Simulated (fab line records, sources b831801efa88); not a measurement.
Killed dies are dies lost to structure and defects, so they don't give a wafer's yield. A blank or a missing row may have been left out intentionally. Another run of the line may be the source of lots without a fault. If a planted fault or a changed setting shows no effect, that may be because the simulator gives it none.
A lot that was struck, set against a sound lot / flow sky130 / 15 out of 708 route steps
Sound: these wafers, L460.2, L460.4, L460.6. Struck: wafers L467.2, L467.4, L467.5. Last of all comes the cause.
For every step that has rows: the tool of each side, followed by ch and its chambers, followed by its first start. Under that, the readings that differ: sound wafers / struck wafers / difference of the means / sigmas: that difference in standard deviations of wafers without a fault.
alike: readings with means less than 2 such deviations apart, plus words and numbers identical on both sides. not compared: withheld readings, readings lacking a value on some wafer, bounds such as >300 that could conceal the same value, and numbers that have no deviation in the record and whose values overlap.
Wherever a step has rows on one side only, a row that says differs or no value, or a row with sigmas, the two part there. Non-overlapping numbers with no deviation appear without sigmas and do not part them. Lack of a reading on every wafer of one side parts them only where that side has two or more wafers.

SKY_LOCAL_INTERCONNECT_CD_MEAS_11: the cd target is 170 nm.
  sound on cd sem-01, day 32 13:43; struck on cd sem-02, day 34 13:35
  alike: cd nm
SKY_LOCAL_INTERCONNECT_OVL_MEAS_12:
  sound on overlay-01, day 32 13:50; struck on overlay-02, day 34 13:42
  alike: LOCAL_INTERCONNECT_OVL
SKY_LOCAL_INTERCONNECT_ETCH_13: etches BARC in N2/H2, stops on SiO2, time 45.9 s, target depth 60 nm.
  sound on rie metal-01 ch 0,1, day 32 13:52; struck on rie metal-02 ch 0,1, day 34 13:44
reading=he backside leak sccm (sccm); sound=5.6 3.7 3.2; struck=3.1 3.1 3.1; difference=-1.1; sigmas=-3
  alike: drypump motor current A, oes product au, throttle valve pct
  not compared: rf hours counter h
SKY_LOCAL_INTERCONNECT_METAL_ETCH_14: etches TiN in Cl2/BCl3, stops on PSG, target depth 110 nm, time 31.4 s.
  sound on rie metal-01 ch 0,1, day 32 13:55; struck on rie metal-02 ch 0,1, day 34 13:47
  alike: drypump motor current A, he backside leak sccm, oes product au, throttle valve pct
  not compared: rf hours counter h
SKY_LOCAL_INTERCONNECT_STRIP_15: strips in O2/N2.
  sound on plasma asher-04 ch 1, day 32 13:58; struck on plasma asher-02 ch 0, day 34 13:50
reading=drypump motor current A (A); sound=5.8 5.8 5.8; struck=4.9 4.9 4.9; difference=-0.9; sigmas=-3
  alike: oes product au, strip time to endpoint s
  not compared: rf hours counter h
then, 3 steps without rows for these wafers: SKY_LOCAL_INTERCONNECT_STRIP_16 (strips in post etch residue remover, time 1200 s); SKY_LOCAL_INTERCONNECT_CLEAN_17 (cleans in IPA, time 180 s); SKY_LOCAL_INTERCONNECT_CLEAN_18 (cleans in O3/DIW).
SKY_CONTACT_CVD_00: deposits Si3N4, target thk 75 nm.
  sound on pecvd-04 ch 0,1,2, day 32 14:34; struck on pecvd-04 ch 1,2, day 34 14:28
  alike: heater power w
SKY_CONTACT_THK_MEAS_01:
  sound on film metro-04, day 32 14:37; struck on film metro-04, day 34 14:31
  alike: CONTACT_CVD_00_THK
then, 1 step without rows for these wafers: SKY_CONTACT_HDPCVD_02 (deposits SiO2, target thk 565 nm, time 94.2 s).
SKY_CONTACT_THK_MEAS_03:
  sound on film metro-01, day 32 14:44; struck on film metro-04, day 34 14:39
  alike: CONTACT_HDPCVD_THK
SKY_CONTACT_CMP_04: polishes SiO2.
  sound on cmp-01 ch 0,1,2, day 32 14:50; struck on cmp-01 ch 0,1, day 34 14:42
reading=head pressure psi (psi); sound=3.996 3.990 3.998; struck=3.582 3.564 3.580; difference=-0.419; sigmas=-44
  alike: motor current A, retaining ring pressure frac, time to endpoint s
SKY_CONTACT_BOW_MEAS_05:
  sound on film metro-04, day 32 15:07; struck on film metro-04, day 34 15:01
  alike: CONTACT_BOW
-- the record jumps here: 14 days lie between the struck wafers' starts before and after (it left off in module CONTACT and takes up again in module PAD_OPEN, whose first step shown is number 708 of the route) --
SKY_PAD_OPEN_PROBE_99:
  sound on prober-01, day 47 11:05; struck on prober-02, day 48 23:13
reading=killed_at_M0_to_M3; sound=50 61 41; struck=34; difference=-17; sigmas=-2
reading=killed_at_M4_up; sound=4 2 3; struck=7; difference=+4; sigmas=+2
reading=killed open; sound=50 56 46; struck=35; difference=-16; sigmas=-2
  alike: killed at contacts, killed at front end, killed at other, killed dies, killed short

## WHERE THEY PART
First at SKY_LOCAL_INTERCONNECT_ETCH_13; last, within this record, at SKY_PAD_OPEN_PROBE_99.

WHY: what the simulator had put in
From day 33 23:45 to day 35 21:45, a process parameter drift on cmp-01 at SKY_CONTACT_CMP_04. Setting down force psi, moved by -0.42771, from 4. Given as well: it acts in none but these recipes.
